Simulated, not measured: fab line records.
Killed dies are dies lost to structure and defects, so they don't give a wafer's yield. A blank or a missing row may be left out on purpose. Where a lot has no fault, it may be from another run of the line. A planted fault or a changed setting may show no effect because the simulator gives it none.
fab line records ; flow sfqLine
record: lots: 15; wafers: 45; lastDay: 100
route steps=325 shown M3@119
lots untouched by any fault: they come from a run of this same line in which no faults occurred
startH: start of the lot's first displayed wafer, in hours after the record's first day ; waitH: hours elapsed since this lot's preceding step ; " same as the row above ; L1.1+2: a single row standing in for several wafers ; - value missing, or start not given ; * or withheld: withheld ; < > ~ a bound
route shown NAME@n: NAME is a module with steps in the file, n the number in the route of the first one ; usual: mean/standard deviation taken from wafers without a fault ; same: alike in all rows ; chamber/n: place in a boat ; sites: each site's reading ; _std_site: standard deviation across them ; _edge_site: outer sites' mean less inner sites' ; radiusMm: how far each site lies from the wafer's centre ; mask NAME#n: copy n ; behind: tool/chamber where the wafer was last shaped ; hold: why the lot went on hold/how many hours it stayed there/how the hold came to an end ; device: names the non-switching transistor (n, p or np) ; end of line: the same wafers' tests at the end of the route ; step lacking rows: just its recipe ; killed: count of dies lost to structure and defects at first sort (not the wafer's yield) ; map: per-die view of a wafer (x killed, . not killed, _ where there is no die)
set.NAME: the setting that was run; set.NAME@STEP: the one run at that earlier step ; model.NAME: the simulator's own value behind a step, which no gauge read
the route's steps for a sample of lots (tables are steps, rows are wafers)
services: from which hour (startH, from the record's first day; less than 0 if before it) a tool's chamber was out of use, for how many hours, and why
== steps ==
step: SFQ_TRILAYER_M3_DEP_SPUTTER_073
recipe: material: Nb; basePressurePa: 1.33e-06; chamberPressurePa: 0.1333; substrateTempC: 20; resputterCathodeVoltageV: 400; targetThkNm: 200; powerW: 2000; timeS: 133.3
usual: throttleValvePct: 30.0/1.2
lot.wafer;tool;chamber;startH;waitH;throttleValvePct
L541.1;pvdSputter-05;-;1039.06;0.0;31.1
L541.2;pvdSputter-05;-;1039.06;0.0;28.6
L541.3;pvdSputter-05;-;1039.06;0.0;29.8
L542.1;pvdSputter-05;-;1065.86;0.0;28.5
L542.3;pvdSputter-05;-;1065.86;0.0;29.5
L542.5;pvdSputter-05;-;1065.86;0.0;29.5
L543.2;pvdSputter-05;-;1071.88;0.0;28.9
L543.4;pvdSputter-05;-;1071.88;0.0;29.6
L543.6;pvdSputter-05;-;1071.88;0.0;29.2
L544.2;pvdSputter-05;-;1077.86;0.0;31.1
L544.3;pvdSputter-05;-;1077.86;0.0;29.7
L544.6;pvdSputter-05;-;1077.86;0.0;28.7
L545.2;pvdSputter-05;-;1085.08;0.0;31.0
L545.4;pvdSputter-05;-;1085.08;0.0;29.6
L545.6;pvdSputter-05;-;1085.08;0.0;31.1
L553.1;pvdSputter-06;-;1189.02;0.0;29.9
L553.3;pvdSputter-06;-;1189.02;0.0;29.7
L553.5;pvdSputter-06;-;1189.02;0.0;29.3
L554.1;pvdSputter-04;-;1193.82;0.0;30.5
L554.5;pvdSputter-04;-;1193.82;0.0;29.4
L554.6;pvdSputter-04;-;1193.82;0.0;28.4
L555.1;pvdSputter-05;-;1201.20;0.0;30.9
L555.2;pvdSputter-05;-;1201.20;0.0;28.4
L555.5;pvdSputter-05;-;1201.20;0.0;29.3
L556.2;pvdSputter-04;-;1204.62;0.0;28.2
L556.3;pvdSputter-04;-;1204.62;0.0;29.4
L556.4;pvdSputter-04;-;1204.62;0.0;28.9
L557.1;pvdSputter-05;-;1211.82;0.0;29.3
L557.5;pvdSputter-05;-;1211.82;0.0;29.7
L557.6;pvdSputter-05;-;1211.82;0.0;31.2
L558.1;pvdSputter-06;-;1213.22;0.0;29.8
L558.4;pvdSputter-06;-;1213.22;0.0;32.9
L558.6;pvdSputter-06;-;1213.22;0.0;32.9
L559.3;pvdSputter-05;-;1229.82;0.0;28.7
L559.5;pvdSputter-05;-;1229.82;0.0;28.9
L559.6;pvdSputter-05;-;1229.82;0.0;29.3
L560.3;pvdSputter-04;-;1232.22;0.0;28.6
L560.4;pvdSputter-04;-;1232.22;0.0;30.4
L560.6;pvdSputter-04;-;1232.22;0.0;29.3
L562.2;pvdSputter-06;-;1245.55;0.0;32.4
L562.3;pvdSputter-06;-;1245.55;0.0;30.3
L562.4;pvdSputter-06;-;1245.55;0.0;29.3
L564.1;pvdSputter-04;-;1275.55;0.0;30.4
L564.3;pvdSputter-04;-;1275.55;0.0;29.0
L564.6;pvdSputter-04;-;1275.55;0.0;29.0
step: SFQ_M3_RS_MEAS_919
recipe: thkMeasGauge: four-point-probe; reads: Nb_of_TRILAYER_M3_DEP_SPUTTER_073
usual: M3_NB_RS: 0.889/0.01
lot.wafer;tool;chamber;startH;waitH;M3_NB_RS[ohm/sq]
L541.1;filmMetro-03;-;1039.15;0.0;0.882
L541.2;filmMetro-03;-;1039.15;0.0;0.880
L541.3;filmMetro-03;-;1039.15;0.0;0.883
L542.1;filmMetro-04;-;1065.95;0.0;0.886
L542.3;filmMetro-04;-;1065.95;0.0;0.894
L542.5;filmMetro-04;-;1065.95;0.0;0.886
L543.2;filmMetro-01;-;1071.99;0.1;0.984
L543.4;filmMetro-01;-;1071.99;0.1;0.974
L543.6;filmMetro-01;-;1071.99;0.1;0.973
L544.2;filmMetro-03;-;1077.97;0.1;0.964
L544.3;filmMetro-03;-;1077.97;0.1;0.971
L544.6;filmMetro-03;-;1077.97;0.1;0.964
L545.2;filmMetro-03;-;1085.19;0.1;0.976
L545.4;filmMetro-03;-;1085.19;0.1;0.979
L545.6;filmMetro-03;-;1085.19;0.1;0.976
L553.1;filmMetro-01;-;1189.11;0.0;0.893
L553.3;filmMetro-01;-;1189.11;0.0;0.891
L553.5;filmMetro-01;-;1189.11;0.0;0.893
L554.1;filmMetro-01;-;1193.91;0.0;0.871
L554.5;filmMetro-01;-;1193.91;0.0;0.880
L554.6;filmMetro-01;-;1193.91;0.0;0.870
L555.1;filmMetro-04;-;1201.30;0.0;0.895
L555.2;filmMetro-04;-;1201.30;0.0;0.895
L555.5;filmMetro-04;-;1201.30;0.0;0.905
L556.2;filmMetro-03;-;1204.73;0.1;0.867
L556.3;filmMetro-03;-;1204.73;0.1;0.871
L556.4;filmMetro-03;-;1204.73;0.1;0.873
L557.1;filmMetro-01;-;1211.91;0.0;0.886
L557.5;filmMetro-01;-;1211.91;0.0;0.891
L557.6;filmMetro-01;-;1211.91;0.0;0.878
L558.1;filmMetro-01;-;1213.31;0.0;0.898
L558.4;filmMetro-01;-;1213.31;0.0;0.911
L558.6;filmMetro-01;-;1213.31;0.0;0.904
L559.3;filmMetro-01;-;1229.95;0.1;0.895
L559.5;filmMetro-01;-;1229.95;0.1;0.893
L559.6;filmMetro-01;-;1229.95;0.1;0.901
L560.3;filmMetro-04;-;1232.35;0.1;0.879
L560.4;filmMetro-04;-;1232.35;0.1;0.878
L560.6;filmMetro-04;-;1232.35;0.1;0.871
L562.2;filmMetro-03;-;1245.66;0.1;0.899
L562.3;filmMetro-03;-;1245.66;0.1;0.899
L562.4;filmMetro-03;-;1245.66;0.1;0.891
L564.1;filmMetro-04;-;1275.64;0.0;0.874
L564.3;filmMetro-04;-;1275.64;0.0;0.878
L564.6;filmMetro-04;-;1275.64;0.0;0.882
step: SFQ_TRILAYER_M3_ETCH_METAL_ETCH_078
recipe: target: Nb; stopOn: SiO2; maskMaterial: PR; chemistry: Cl2/Ar; targetDepthNm: 240; icpW: 600; biasW: 80; pressureMtorr: 10; timeS: 120
usual: drypumpMotorCurrentA: 5.9/0.45; oesProductAu: 0.895/0.007
same: timeS: 120
lot.wafer;tool;chamber;startH;waitH;drypumpMotorCurrentA;oesProductAu;rfHoursCounterH
L541.1;rieMetal-03;0;1041.74;0.1;6.0;0.900;82
L541.2;rieMetal-03;0;1041.74;0.1;6.0;0.903;-
L541.3;rieMetal-03;0;1041.74;0.1;6.0;0.898;-
L542.1;rieMetal-03;0;1068.81;0.0;6.0;0.893;87
L542.3;rieMetal-03;0;1068.81;0.0;6.0;0.890;-
L542.5;rieMetal-03;0;1068.81;0.0;6.0;0.897;-
L543.2;rieMetal-02;0;1074.49;0.0;5.6;0.846;28
L543.4;rieMetal-02;1;1074.49;0.0;6.4;0.846;-
L543.6;rieMetal-02;1;1074.49;0.0;6.4;0.853;-
L544.2;rieMetal-03;0;1081.08;0.0;6.0;0.858;89
L544.3;rieMetal-03;1;1081.08;0.0;5.3;0.850;-
L544.6;rieMetal-03;0;1081.08;0.0;6.0;0.850;-
L545.2;rieMetal-02;1;1087.69;0.0;6.3;0.853;65
L545.4;rieMetal-02;1;1087.69;0.0;6.4;0.846;-
L545.6;rieMetal-02;0;1087.69;0.0;5.6;0.850;-
L553.1;rieMetal-03;0;1191.64;0.0;6.0;0.888;101
L553.3;rieMetal-03;1;1191.64;0.0;5.3;0.889;-
L553.5;rieMetal-03;1;1191.64;0.0;5.3;0.892;-
L554.1;rieMetal-03;1;1196.69;0.0;5.3;0.899;16
L554.5;rieMetal-03;0;1196.69;0.0;6.0;0.890;-
L554.6;rieMetal-03;1;1196.69;0.0;5.3;0.905;-
L555.1;rieMetal-02;1;1203.90;0.0;6.3;0.894;80
L555.2;rieMetal-02;0;1203.90;0.0;5.6;0.892;45
L555.5;rieMetal-02;0;1203.90;0.0;5.6;0.889;-
L556.2;rieMetal-04;1;1208.65;0.0;6.1;0.905;107
L556.3;rieMetal-04;1;1208.65;0.0;6.1;0.898;-
L556.4;rieMetal-04;0;1208.65;0.0;6.7;0.902;-
L557.1;rieMetal-03;1;1215.91;0.1;5.2;0.891;19
L557.5;rieMetal-03;1;1215.91;0.1;5.2;0.893;-
L557.6;rieMetal-03;1;1215.91;0.1;5.3;0.892;-
L558.1;rieMetal-04;0;1219.45;0.0;6.7;0.893;82
L558.4;rieMetal-04;0;1219.45;0.0;6.7;0.879;-
L558.6;rieMetal-04;0;1219.45;0.0;6.7;0.888;-
L559.3;rieMetal-04;1;1232.48;0.1;6.1;0.901;-
L559.5;rieMetal-04;0;1232.48;0.1;6.7;0.896;-
L559.6;rieMetal-04;1;1232.48;0.1;6.1;0.885;-
L560.3;rieMetal-03;1;1234.88;0.1;5.2;0.897;-
L560.4;rieMetal-03;0;1234.88;0.1;6.0;0.899;-
L560.6;rieMetal-03;0;1234.88;0.1;6.0;0.904;-
L562.2;rieMetal-04;1;1248.89;0.0;6.1;0.881;114
L562.3;rieMetal-04;1;1248.89;0.0;6.1;0.893;-
L562.4;rieMetal-04;0;1248.89;0.0;6.7;0.894;-
L564.1;rieMetal-02;0;1409.17;0.0;5.6;0.898;71
L564.3;rieMetal-02;1;1409.17;0.0;6.4;0.906;-
L564.6;rieMetal-02;1;1409.17;0.0;6.3;0.900;-
== services ==
tool;chamber;startH;hours;kind
rieMetal-02;-;1015.17;1.4;pm
rieMetal-03;1;1029.89;-;clean
rieMetal-03;1;1029.89;-;consumableReplace:focusRing
rieMetal-03;1;1029.89;24.8;scheduledDown
rieMetal-03;1;1029.89;24.8;ventCycle
rieMetal-04;-;1031.79;0.5;repair
rieMetal-04;1;1036.93;46.9;repair
rieMetal-02;-;1052.81;0.2;repair
pvdSputter-06;-;1058.42;2.3;repair
pvdSputter-04;-;1082.85;3.3;repair
pvdSputter-05;-;1131.48;11.2;repair
rieMetal-02;-;1136.61;0.9;repair
rieMetal-03;0;1210.48;-;clean
rieMetal-03;0;1210.48;-;consumableReplace:focusRing
pvdSputter-04;-;1216.07;9.5;repair
pvdSputter-06;-;1274.93;5.8;repair
rieMetal-03;-;1307.62;11.0;repair
rieMetal-04;-;1335.74;2.8;pm
rieMetal-03;-;1352.48;0.8;repair
rieMetal-03;-;1359.54;0.2;repair
rieMetal-02;-;1366.26;2.8;pm
rieMetal-02;1;1373.43;2.6;repair
pvdSputter-06;-;1376.31;3.2;repair
rieMetal-04;0;1399.92;19.3;repair
== key ==
firstSign: step: SFQ_M3_RS_MEAS_919; reading: M3_NB_RS; direction: up; sigmas: 8.2; usual: 0.889; struck: 0.973
effect: step: SFQ_TRILAYER_M3_ETCH_METAL_ETCH_078; reading: oesProductAu; direction: down; sigmas: 6.3; usual: 0.895; struck: 0.850
metAt SFQ_TRILAYER_M3_DEP_SPUTTER_073
struckLots L543,L544,L545
onsetBetween 1065.86 1071.88
fault: kind: processParameterDrift; tool: pvdSputter-05; chamber: -; onsetH: 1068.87; steps: SFQ_TRILAYER_M3_DEP_SPUTTER_073; channel: timeS; offset: *; shape: step; endH: 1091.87; actsIn: *; stated: *
